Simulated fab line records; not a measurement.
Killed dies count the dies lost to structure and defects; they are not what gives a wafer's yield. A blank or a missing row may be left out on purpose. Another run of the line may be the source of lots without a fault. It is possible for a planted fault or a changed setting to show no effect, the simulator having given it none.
Comparing a struck lot with a sound one / flow sky130 / 16 steps out of a route of 708
Sound: these wafers, L938.1, L938.2, L938.3. Struck: wafers L951.1, L951.3, L951.5. Last of all comes the cause.
Order at every step that has rows: each side's tool, ch and its chambers, its first start. Under that, the readings that differ: sound wafers / struck wafers / difference of the means / sigmas: that difference in standard deviations of wafers without a fault.
alike: readings whose means differ by less than 2 such deviations, and words and numbers that are the same on both sides. not compared: withheld readings, readings that some wafer has no value for, bounds like >300 that may hide the same value, and numbers for which the record gives no deviation and whose values overlap.
A row with sigmas, a row that says differs or no value, or rows on one side alone: a step with any of these is where the two part. Non-overlapping numbers with no deviation appear without sigmas and do not part them. A reading missing from all wafers of one side parts the sides only when that side holds two or more wafers.

SKY_SD_N_OVL_MEAS_08:
  sound: overlay-01 at day 29 21:34; struck: overlay-02 at day 33 18:50
  alike: SD_N_OVL
then, 2 steps without rows for these wafers: SKY_SD_N_IMPLANT_09; SKY_SD_N_IMPLANT_10.
SKY_SD_N_STRIP_11: strips in O2/N2.
  sound on plasma-asher-01 ch 0,1, day 29 21:53; struck on plasma-asher-04 ch 0,1, day 33 19:10
  alike: drypump-motor-current-A, oes-product-au, strip-time-to-endpoint-s
  not compared: rf-hours-counter-h
SKY_SD_N_TW_MEAS_12:
  sound: film-metro-01 at day 29 21:59; struck: film-metro-02 at day 33 19:16
  alike: SD_N_TW
then, 1 step without rows for these wafers: SKY_SD_N_CLEAN_13 (cleans in SC1/SC2, time 150 s).
SKY_SD_N_RTA_14: time 2 s.
  sound on rtp-anneal-02 ch 0, day 29 22:07; struck on rtp-anneal-01 ch 0, day 33 19:23
  alike: chamber-o2-ppm, lamp-power-pct, wafer_temp_C_max
SKY_SD_N_RS_MEAS_16: a four-point-probe measurement.
  sound: film-metro-04 at day 29 22:17; struck: film-metro-04 at day 33 19:33
  alike: SD_N_RS
SKY_SD_N_RS_MEAS_17: a four-point-probe measurement.
  sound: film-metro-04 at day 29 22:24; struck: film-metro-04 at day 33 19:40
  alike: SD_P_RS
SKY_SD_N_RS_MEAS_18: a four-point-probe measurement.
  sound: film-metro-04 at day 29 22:31; struck: film-metro-04 at day 33 19:47
  alike: RES_XHIGH_RS
then, 1 step without rows for these wafers: SKY_SALICIDE_CLEAN_00 (cleans in HF-last, time 30 s).
SKY_LI_CONTACT_HDPCVD_00: deposits PSG, target thk 930 nm, time 155 s.
  sound on hdpcvd-02 ch 1,2, day 29 22:40; struck on hdpcvd-01 ch 0,1, day 33 19:56
reading=model.PSG_of_LI_CONTACT_HDPCVD_00.thk-nm (nm); sound=914.9 919.2 916.6; struck=614.8 604 619.7; difference=-304.1; sigmas=
  alike: pressure-mtorr
SKY_LI_CONTACT_THK_MEAS_01:
  sound: film-metro-01 at day 29 22:49; struck: film-metro-01 at day 33 20:02
reading=LI_CONTACT_HDPCVD_THK (nm); sound=915 919 916; struck=615 603 620; difference=-304; sigmas=-28
SKY_LI_CONTACT_CMP_02: polishes PSG.
  sound on cmp-01 ch 0,1,2, day 29 22:52; struck on cmp-01 ch 0,2,3, day 33 20:08
reading=time-to-endpoint-s (s); sound=32.2 29.6 30.9; struck=3.3 1.6 4.0; difference=-27.9; sigmas=-12
  alike: edge-zone-pressure-frac, motor-current-A
SKY_LI_CONTACT_BOW_MEAS_03:
  sound: film-metro-02 at day 29 23:10; struck: film-metro-04 at day 33 20:23
  alike: LI_CONTACT_BOW
-- here the record skips 16 days between the struck wafers' starts before and after, leaving off in module LI_CONTACT and picking up in module PAD_OPEN (first step shown: number 708 of the route) --
SKY_PAD_OPEN_PROBE_99:
  record: rows for the struck wafers here (prober-01, day 50 06:31), none for the sound ones

WHERE THEY PART
Earliest at SKY_LI_CONTACT_THK_MEAS_01; latest, in this record, at SKY_PAD_OPEN_PROBE_99.

WHY: the cause the simulator had injected
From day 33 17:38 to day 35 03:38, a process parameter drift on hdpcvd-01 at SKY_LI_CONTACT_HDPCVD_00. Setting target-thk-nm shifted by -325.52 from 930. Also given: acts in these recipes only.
